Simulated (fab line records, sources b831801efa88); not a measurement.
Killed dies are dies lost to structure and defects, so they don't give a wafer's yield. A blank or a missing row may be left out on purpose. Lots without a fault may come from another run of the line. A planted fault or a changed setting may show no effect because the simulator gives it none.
Tool commonality check | flow gf180mcu | 13 lots, 39 wafers sampled

WHY IT WAS OPENED
At GF_HV_LDD_TW_MEAS_50 the reading HV_LDD_4_TW is flagged on 1 of 13 lots. Wafers without a fault read 569, standard deviation 4.7.
Rule: a lot is flagged when every wafer of it that has a number lies more than 4 standard deviations from that mean, or none has a number. The other lots count as sound.

lot  | measured     | on            | HV_LDD_4_TW, wafer by wafer | flag
L657 | day 12 10:10 | film_metro-01 | 575 574 575                 |
L660 | day 13 07:56 | film_metro-02 | 573 573 572                 |
L662 | day 13 22:46 | film_metro-02 | 571 569 570                 |
L663 | day 14 20:19 | film_metro-04 | 568 565 565                 |
L665 | day 15 02:41 | film_metro-01 | 573 573 575                 |
L669 | day 16 12:28 | film_metro-01 | 30 30 30                    | FLAGGED
L672 | day 17 15:19 | film_metro-01 | 570 568 570                 |
L673 | day 17 21:28 | film_metro-01 | 571 569 571                 |
L675 | day 18 17:49 | film_metro-02 | 563 567 562                 |
L676 | day 18 20:01 | film_metro-04 | 563 564 567                 |
L677 | day 19 04:29 | film_metro-02 | 566 562 566                 |
L679 | day 19 21:25 | film_metro-04 | 564 562 563                 |
L680 | day 20 00:50 | film_metro-04 | 562 564 563                 |
The numbers of the flagged lots are 30 on average: -539 against the usual, or -99 or more standard deviations.

WHICH TOOL RAN EACH LOT
The record holds 2 process steps before the reading, out of a route of 602 steps. In each cell: the tool, then ch and the chambers that the sampled wafers went through, then the start.
lot  | flag    | GF_HV_LDD_EXPOSE_43                 | GF_HV_LDD_STRIP_49
L657 |         | iline_stepper-01 ch 0, day 12 00:23 | plasma_asher-01 ch 0,1, day 12 10:04
L660 |         | iline_stepper-02 ch 0, day 12 22:34 | plasma_asher-02 ch 0,1, day 13 07:50
L662 |         | iline_stepper-02 ch 0, day 13 12:31 | plasma_asher-02 ch 0,1, day 13 22:40
L663 |         | iline_stepper-02 ch 0, day 14 09:59 | plasma_asher-04 ch 0,1, day 14 20:13
L665 |         | iline_stepper-02 ch 0, day 14 15:56 | plasma_asher-04 ch 1, day 15 02:35
L669 | FLAGGED | iline_stepper-02 ch 0, day 16 00:22 | plasma_asher-04 ch 0,1, day 16 12:22
L672 |         | iline_stepper-01 ch 0, day 17 03:14 | plasma_asher-01 ch 0,1, day 17 15:13
L673 |         | iline_stepper-01 ch 0, day 17 09:36 | plasma_asher-02 ch 0,1, day 17 21:22
L675 |         | iline_stepper-01 ch 0, day 18 05:44 | plasma_asher-04 ch 0,1, day 18 17:43
L676 |         | iline_stepper-02 ch 0, day 18 08:07 | plasma_asher-02 ch 1, day 18 19:55
L677 |         | iline_stepper-02 ch 0, day 18 16:46 | plasma_asher-01 ch 0,1, day 19 04:23
L679 |         | iline_stepper-02 ch 0, day 19 06:13 | plasma_asher-02 ch 0,1, day 19 21:19
L680 |         | iline_stepper-01 ch 0, day 19 12:22 | plasma_asher-01 ch 0,1, day 20 00:43
What these steps do:
- GF_HV_LDD_EXPOSE_43: exposes mask Pplus HV AREA, target cd 400 nm.
- GF_HV_LDD_STRIP_49: strips in O2/N2.
- GF_HV_LDD_TW_MEAS_50

FLAGGED OVER TOTAL, TOOL BY TOOL (the gauges that took the reading come last)
step                 | tool             | lots run | flagged | share of the flagged lots | sound lots run after its first flagged lot
GF_HV_LDD_EXPOSE_43  | iline_stepper-01 | 5        | 0       | none                      | -
GF_HV_LDD_EXPOSE_43  | iline_stepper-02 | 8        | 1       | all                       | 3 (L676,L677,L679)
GF_HV_LDD_STRIP_49   | plasma_asher-01  | 4        | 0       | none                      | -
GF_HV_LDD_STRIP_49   | plasma_asher-02  | 5        | 0       | none                      | -
GF_HV_LDD_STRIP_49   | plasma_asher-04  | 4        | 1       | all                       | 1 (L675)
GF_HV_LDD_TW_MEAS_50 | film_metro-01    | 5        | 1       | all                       | 2 (L672,L673)
GF_HV_LDD_TW_MEAS_50 | film_metro-02    | 4        | 0       | none                      | -
GF_HV_LDD_TW_MEAS_50 | film_metro-04    | 4        | 0       | none                      | -

WHAT THE TABLE ALLOWS
3 rows of the table ran every flagged lot: iline_stepper-02 at GF_HV_LDD_EXPOSE_43, plasma_asher-04 at GF_HV_LDD_STRIP_49, film_metro-01 at GF_HV_LDD_TW_MEAS_50.
- iline_stepper-02 at GF_HV_LDD_EXPOSE_43: 1 of its 8 lots flagged. Sound lots ran on it after the first flagged one (L676, L677, L679), which a lasting fault on the whole tool wouldn't allow.
- plasma_asher-04 at GF_HV_LDD_STRIP_49: 1 of its 4 lots flagged. Sound lots ran on it after the first flagged one (L675), which a lasting fault on the whole tool wouldn't allow.
- film_metro-01 at GF_HV_LDD_TW_MEAS_50: 1 of its 5 lots flagged. Sound lots ran on it after the first flagged one (L672, L673), which a lasting fault on the whole tool wouldn't allow.
No row of the table ran every flagged lot and no sound lot after the first.

WHAT THE SIMULATOR HAD PUT IN
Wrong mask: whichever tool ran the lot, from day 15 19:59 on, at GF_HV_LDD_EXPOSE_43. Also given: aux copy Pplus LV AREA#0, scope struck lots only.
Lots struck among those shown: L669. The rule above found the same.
